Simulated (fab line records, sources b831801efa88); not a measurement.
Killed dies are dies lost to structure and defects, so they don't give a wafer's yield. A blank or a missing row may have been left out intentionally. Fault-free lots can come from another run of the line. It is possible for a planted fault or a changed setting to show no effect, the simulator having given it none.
What tool caused it? / flow sky130 / Sampling: 24 lots, 72 wafers, 4 of 708 route steps

== WHAT EACH GAUGE READ, for each wafer ==
SKY_METAL1_CD_MEAS_15 targets a cd of 140 nm.
lot=L075; measured=day 34 03:52; on=cd_sem-01; cd_nm (nm)=140.2 141.6 140.2
lot=L074; measured=day 34 05:55; on=cd_sem-01; cd_nm (nm)=141.2 144.3 141.3
lot=L076; measured=day 34 07:57; on=cd_sem-01; cd_nm (nm)=139.5 138.9 139.5
lot=L077; measured=day 34 09:37; on=cd_sem-01; cd_nm (nm)=139.1 140.4 140.1
lot=L078; measured=day 34 19:05; on=cd_sem-01; cd_nm (nm)=139.2 138.4 139.5
lot=L079; measured=day 35 04:43; on=cd_sem-01; cd_nm (nm)=138.8 137.2 138.6
lot=L080; measured=day 35 12:45; on=cd_sem-01; cd_nm (nm)=141.8 140.0 139.4
lot=L081; measured=day 35 15:53; on=cd_sem-01; cd_nm (nm)=141.1 141.4 141.5
lot=L082; measured=day 35 16:11; on=cd_sem-02; cd_nm (nm)=140.7 139.2 141.4
lot=L083; measured=day 36 02:31; on=cd_sem-01; cd_nm (nm)=139.8 140.3 138.8
lot=L084; measured=day 36 13:38; on=cd_sem-01; cd_nm (nm)=138.6 141.7 138.8
lot=L085; measured=day 36 18:46; on=cd_sem-01; cd_nm (nm)=139.7 139.5 139.1
lot=L086; measured=day 36 22:48; on=cd_sem-01; cd_nm (nm)=140.1 138.6 140.1
lot=L087; measured=day 37 03:11; on=cd_sem-02; cd_nm (nm)=140.3 141.2 140.8
lot=L088; measured=day 37 16:04; on=cd_sem-01; cd_nm (nm)=142.3 141.7 141.0
lot=L089; measured=day 37 17:19; on=cd_sem-01; cd_nm (nm)=141.7 142.7 144.0
lot=L090; measured=day 37 22:35; on=cd_sem-02; cd_nm (nm)=139.0 138.6 138.9
lot=L091; measured=day 38 04:50; on=cd_sem-02; cd_nm (nm)=141.6 140.5 141.1
lot=L092; measured=day 38 16:29; on=cd_sem-02; cd_nm (nm)=138.6 139.8 139.9
lot=L093; measured=day 38 23:13; on=cd_sem-01; cd_nm (nm)=139.0 140.0 139.8
lot=L094; measured=day 39 10:32; on=cd_sem-02; cd_nm (nm)=139.8 140.6 140.6
lot=L095; measured=day 39 20:08; on=cd_sem-02; cd_nm (nm)=140.0 139.4 140.6
lot=L097; measured=day 39 22:13; on=cd_sem-02; cd_nm (nm)=137.6 139.4 140.4
lot=L096; measured=day 40 02:16; on=cd_sem-02; cd_nm (nm)=141.0 139.0 137.3

SKY_METAL2_OVL_MEAS_16.
lot=L075; measured=day 36 11:56; on=overlay-01; METAL2_OVL (nm)=-6 -2 1
lot=L074; measured=day 36 14:04; on=overlay-02; METAL2_OVL (nm)=-16 -13 -13
lot=L076; measured=day 36 17:01; on=overlay-01; METAL2_OVL (nm)=-1 -5 0
lot=L077; measured=day 36 18:32; on=overlay-01; METAL2_OVL (nm)=1 -6 -1
lot=L078; measured=day 37 03:50; on=overlay-02; METAL2_OVL (nm)=-2 -3 1
lot=L079; measured=day 37 14:13; on=overlay-02; METAL2_OVL (nm)=-7 -7 -8
lot=L080; measured=day 37 22:38; on=overlay-02; METAL2_OVL (nm)=-6 7 -5
lot=L081; measured=day 38 00:50; on=overlay-02; METAL2_OVL (nm)=-8 -12 -3
lot=L082; measured=day 38 01:13; on=overlay-02; METAL2_OVL (nm)=5 9 -8
lot=L083; measured=day 38 10:20; on=overlay-02; METAL2_OVL (nm)=6 -3 -4
lot=L084; measured=day 38 21:05; on=overlay-01; METAL2_OVL (nm)=-6 -18 -7
lot=L085; measured=day 39 01:38; on=overlay-01; METAL2_OVL (nm)=-11 -1 0
lot=L086; measured=day 39 05:05; on=overlay-02; METAL2_OVL (nm)=-6 -11 -2
lot=L087; measured=day 39 09:10; on=overlay-01; METAL2_OVL (nm)=-11 -15 -6
lot=L088; measured=day 39 21:10; on=overlay-02; METAL2_OVL (nm)=10 1 9
lot=L089; measured=day 39 23:11; on=overlay-01; METAL2_OVL (nm)=2 -10 -3
lot=L090; measured=day 40 04:22; on=overlay-01; METAL2_OVL (nm)=-14 -16 -16
lot=L091; measured=day 40 10:22; on=overlay-02; METAL2_OVL (nm)=0 -7 -13
lot=L092; measured=day 40 21:05; on=overlay-01; METAL2_OVL (nm)=-6 -8 -5
lot=L093; measured=day 41 04:53; on=overlay-02; METAL2_OVL (nm)=5 1 4
lot=L094; measured=day 41 14:22; on=overlay-02; METAL2_OVL (nm)=-6 -11 -4
lot=L095; measured=day 41 23:37; on=overlay-02; METAL2_OVL (nm)=-12 -4 -11
lot=L097; measured=day 42 00:59; on=overlay-01; METAL2_OVL (nm)=-9 -16 -6
lot=L096; measured=day 42 05:41; on=overlay-02; METAL2_OVL (nm)=-5 -4 -4

SKY_VIA2_THK_MEAS_23: measures by xrf.
lot=L075; measured=day 37 17:21; on=film_metro-02; VIA2_W_THK (nm)=425 424 419
lot=L074; measured=day 37 19:49; on=film_metro-03; VIA2_W_THK (nm)=421 420 416
lot=L076; measured=day 37 23:30; on=film_metro-04; VIA2_W_THK (nm)=423 422 436
lot=L077; measured=day 38 00:08; on=film_metro-04; VIA2_W_THK (nm)=425 421 416
lot=L078; measured=day 38 08:36; on=film_metro-02; VIA2_W_THK (nm)=442 425 441
lot=L079; measured=day 38 18:08; on=film_metro-03; VIA2_W_THK (nm)=428 426 425
lot=L080; measured=day 39 01:58; on=film_metro-03; VIA2_W_THK (nm)=430 429 424
lot=L081; measured=day 39 04:25; on=film_metro-04; VIA2_W_THK (nm)=439 442 436
lot=L082; measured=day 39 04:37; on=film_metro-02; VIA2_W_THK (nm)=437 432 436
lot=L083; measured=day 39 13:44; on=film_metro-02; VIA2_W_THK (nm)=425 443 426
lot=L084; measured=day 40 00:43; on=film_metro-02; VIA2_W_THK (nm)=423 427 428
lot=L085; measured=day 40 05:53; on=film_metro-04; VIA2_W_THK (nm)=429 429 428
lot=L086; measured=day 40 08:45; on=film_metro-04; VIA2_W_THK (nm)=437 419 437
lot=L087; measured=day 40 12:40; on=film_metro-04; VIA2_W_THK (nm)=435 434 432
lot=L088; measured=day 41 00:50; on=film_metro-04; VIA2_W_THK (nm)=428 426 424
lot=L089; measured=day 41 02:18; on=film_metro-03; VIA2_W_THK (nm)=435 415 413
lot=L090; measured=day 41 07:32; on=film_metro-02; VIA2_W_THK (nm)=434 418 439
lot=L091; measured=day 41 12:50; on=film_metro-02; VIA2_W_THK (nm)=439 434 421
lot=L092; measured=day 41 23:16; on=film_metro-04; VIA2_W_THK (nm)=446 428 430
lot=L093; measured=day 42 06:57; on=film_metro-03; VIA2_W_THK (nm)=421 441 421
lot=L094; measured=day 42 16:15; on=film_metro-03; VIA2_W_THK (nm)=447 422 421
lot=L095; measured=day 43 01:13; on=film_metro-04; VIA2_W_THK (nm)=438 415 441
lot=L097; measured=day 43 03:32; on=film_metro-04; VIA2_W_THK (nm)=421 423 440
lot=L096; measured=day 43 07:51; on=film_metro-03; VIA2_W_THK (nm)=422 439 418

SKY_CAPM_OVL_MEAS_12.
lot=L075; measured=day 38 19:03; on=overlay-02; CAPM_OVL (nm)=1.1 0.3 -0.1
lot=L074; measured=day 38 20:47; on=overlay-02; CAPM_OVL (nm)=1.9 2.9 4.3
lot=L076; measured=day 39 00:42; on=overlay-02; CAPM_OVL (nm)=5.9 0.6 3.7
lot=L077; measured=day 39 01:00; on=overlay-02; CAPM_OVL (nm)=1.3 3.0 0.0
lot=L078; measured=day 39 09:04; on=overlay-02; CAPM_OVL (nm)=3.6 1.6 3.3
lot=L079; measured=day 39 19:46; on=overlay-02; CAPM_OVL (nm)=1.5 2.3 2.1
lot=L080; measured=day 40 04:08; on=overlay-02; CAPM_OVL (nm)=-0.4 -1.0 1.2
lot=L081; measured=day 40 06:55; on=overlay-01; CAPM_OVL (nm)=0.9 2.2 3.7
lot=L082; measured=day 40 07:05; on=overlay-02; CAPM_OVL (nm)=1.3 1.0 2.4
lot=L083; measured=day 40 15:06; on=overlay-02; CAPM_OVL (nm)=-1.6 -2.0 -1.5
lot=L084; measured=day 41 01:53; on=overlay-02; CAPM_OVL (nm)=2.7 2.7 2.3
lot=L085; measured=day 41 06:40; on=overlay-02; CAPM_OVL (nm)=1.1 1.9 1.3
lot=L086; measured=day 41 09:45; on=overlay-02; CAPM_OVL (nm)=1.1 1.8 1.8
lot=L087; measured=day 41 13:14; on=overlay-01; CAPM_OVL (nm)=-1.8 -1.3 1.0
lot=L088; measured=day 42 00:43; on=overlay-02; CAPM_OVL (nm)=0.6 1.3 1.8
lot=L089; measured=day 42 02:34; on=overlay-02; CAPM_OVL (nm)=0.4 -0.3 -0.1
lot=L090; measured=day 42 07:35; on=overlay-02; CAPM_OVL (nm)=-2.1 -1.3 -1.4
lot=L091; measured=day 42 12:51; on=overlay-02; CAPM_OVL (nm)=1.3 2.1 1.8
lot=L092; measured=day 42 22:20; on=overlay-01; CAPM_OVL (nm)=0.1 0.8 1.0
lot=L093; measured=day 43 07:06; on=overlay-01; CAPM_OVL (nm)=0.2 -0.7 1.9
lot=L094; measured=day 43 15:44; on=overlay-01; CAPM_OVL (nm)=-2.9 1.4 0.9
lot=L095; measured=day 44 00:49; on=overlay-02; CAPM_OVL (nm)=3.6 2.8 1.3
lot=L097; measured=day 44 03:56; on=overlay-01; CAPM_OVL (nm)=2.0 0.8 2.7
lot=L096; measured=day 44 08:41; on=overlay-02; CAPM_OVL (nm)=-1.9 -3.0 -1.0

== TOOL THAT RAN EACH LOT (tool first, then ch and the chambers of the sampled wafers, then the start) ==
Record: no process step prior to these readings.

== AS READ BY THE TOOLS THEMSELVES (means over the sampled wafers that have a number; for cases with no such wafer, the mark the record gives instead) ==
The record holds no such reading with a usual standard deviation.

== THE ANSWER, worked out from the rows above alone ==
Rule: the usual values come from the lots themselves. The widest of any qualifying gaps counts: lots, ordered by their means at a reading, are off when they make up no more than a third of the lots, leave a main group of 4 or more, and stand apart from it by 3 or more times the standard deviation of that group's means. Not used: any main group whose means are identical at the precision the tables above print for the reading. Also off: a lot with no number at a reading for which 4 or more lots have one. Where the step has rows for the other lots, those lots are counted as sound. The gauges are gone through in route order, then the tools' own readings, and for those a lot's mean is taken as printed above. The first step at which some lot is off is used, and at that step the reading that is off furthest; a lot without a number counts as furthest.
No lot is off at any reading shown: from this, nothing can be told.

== WHAT THE SIMULATOR HAD INSERTED ==
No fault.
